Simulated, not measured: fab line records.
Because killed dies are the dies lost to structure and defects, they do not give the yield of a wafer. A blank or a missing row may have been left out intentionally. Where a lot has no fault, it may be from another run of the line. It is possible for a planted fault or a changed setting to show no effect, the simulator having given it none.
The same fault as seen by 2 desks || flow sky130 || each desk holds nothing but its own numbers, with what lay behind them at the end

METROLOGY DESK
Means of the sampled wafers that have a number, per lot and without regard to the tool the lot ran on: this is what the gauges read. Marked OUT: a lot whose mean sits more than 4 standard deviations from the usual mean, which makes it out of limits; the brackets give that distance.
Columns: A = VIA4_OVL at SKY_VIA4_OVL_MEAS_11, usual -0.4 nm; B = PASSIVATION_CVD_00_THK at SKY_PASSIVATION_THK_MEAS_01, usual 90.2 nm
{"lot": "L917", "first seen here": "day 43 10:08", "A": -0.3, "B": 89.4}
{"lot": "L918", "first seen here": "day 43 11:02", "A": 0.4, "B": 89.9}
{"lot": "L921", "first seen here": "day 44 12:41", "A": -0.8, "B": 89.6}
{"lot": "L922", "first seen here": "day 44 15:23", "A": 1.1, "B": 90.6}
{"lot": "L923", "first seen here": "day 45 00:42", "A": 2.0, "B": 88.8}
{"lot": "L927", "first seen here": "day 45 11:32", "A": 1.1, "B": 88.4}
{"lot": "L929", "first seen here": "day 45 21:11", "A": 0.2, "B": 90.1}
{"lot": "L928", "first seen here": "day 46 00:11", "A": -1.7, "B": 90.9}
{"lot": "L930", "first seen here": "day 46 03:16", "A": 0.3, "B": 90.1}
{"lot": "L932", "first seen here": "day 47 11:35", "A": -1.7, "B": 91.2}
{"lot": "L933", "first seen here": "day 47 12:52", "A": -1.4, "B": 89.4}
{"lot": "L937", "first seen here": "day 48 04:38", "A": -3.3, "B": 90.9}
{"lot": "L940", "first seen here": "day 48 15:29", "A": -0.2, "B": 89.8}
This desk found nothing out of limits on any of the 13 lots.

DESK OF THE TOOL OWNER: pecvd-01
The tool's own readings at SKY_PASSIVATION_CVD_00 (deposits SiO2, target thk 90 nm): means of the sampled wafers that have a number, for each lot that ran on this tool. Marked OUT: a lot whose mean sits more than 4 standard deviations from the usual mean, which makes it out of limits; the brackets give that distance.
Columns: A = heaterPowerW at SKY_PASSIVATION_CVD_00, usual 702 W
{"lot": "L917", "first seen here": "day 44 10:41", "A": 720}
{"lot": "L922", "first seen here": "day 45 13:30", "A": 768}
{"lot": "L929", "first seen here": "day 46 20:29", "A": 729}
{"lot": "L928", "first seen here": "day 46 23:52", "A": 761}
{"lot": "L930", "first seen here": "day 47 02:34", "A": 707}
{"lot": "L932", "first seen here": "day 48 09:05", "A": 628}
{"lot": "L937", "first seen here": "day 49 01:07", "A": 762}
This desk found nothing out of limits on any of the 7 lots.

TAKEN TOGETHER
From the metrology desk's view, nothing was out of limits.
The tool owner's desk saw nothing out of limits.

WHAT THE SIMULATOR HAD INSERTED
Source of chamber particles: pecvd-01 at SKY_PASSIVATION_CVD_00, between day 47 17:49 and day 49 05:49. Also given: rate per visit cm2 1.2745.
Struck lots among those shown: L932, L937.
